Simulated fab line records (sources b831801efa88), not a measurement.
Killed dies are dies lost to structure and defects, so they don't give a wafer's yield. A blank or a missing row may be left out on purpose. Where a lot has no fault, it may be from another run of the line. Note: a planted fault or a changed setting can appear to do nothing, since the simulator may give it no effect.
Chamber matching    flow gf180mcu    GF_V3_CMP_26 on cmp-01 has 4 sister chambers
The step polishes, stops on SiO2, t overpolish 15 s, target thk 0 nm. 4 wafers are shown with their chamber, then 8 later ones without.

## EACH WAFER AND ITS CHAMBER
wafer   chamber  motor current A (A)
L082.6  0        9.5
L084.1  1        10.8
L084.4  2        12.7
L087.2  3        11.9

## WAFERS WITH NO CHAMBER GIVEN
wafer   motor current A (A)
L087.4  10.8
L087.5  10.7
L093.2  12.3
L093.3  9.8
L093.6  12.7
L097.1  11.7
L097.2  12.6
L097.5  12.0

## WHICH CHAMBER EACH WENT THROUGH
wafer    from the rows above       in truth
L087.4   1                         1
L087.5   1                         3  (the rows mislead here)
L093.2   can't be placed: 2 or 3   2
L093.3   0                         0
L093.6   2                         2
L097.1   3                         3
L097.2   2                         2
L097.5   3                         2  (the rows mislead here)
Correctly placed: 5 of 8. Cannot be placed on the basis of these rows: 1; the candidates contain the true chamber in 1. Number placed wrongly: 2.
How it was worked out, from the rows above alone: a wafer's distance from a chamber is the root of the sum, over the readings, of the square of ((its reading less the chamber's mean) divided by the reading's scatter). The wafer belongs to the nearest chamber; if the next one is less than 2 further off, it can't be placed. Each chamber's mean is taken over the wafers shown for it. The scatter: root of mean squared gap, hidden wafer to nearest shown wafer, with one shown wafer a chamber.
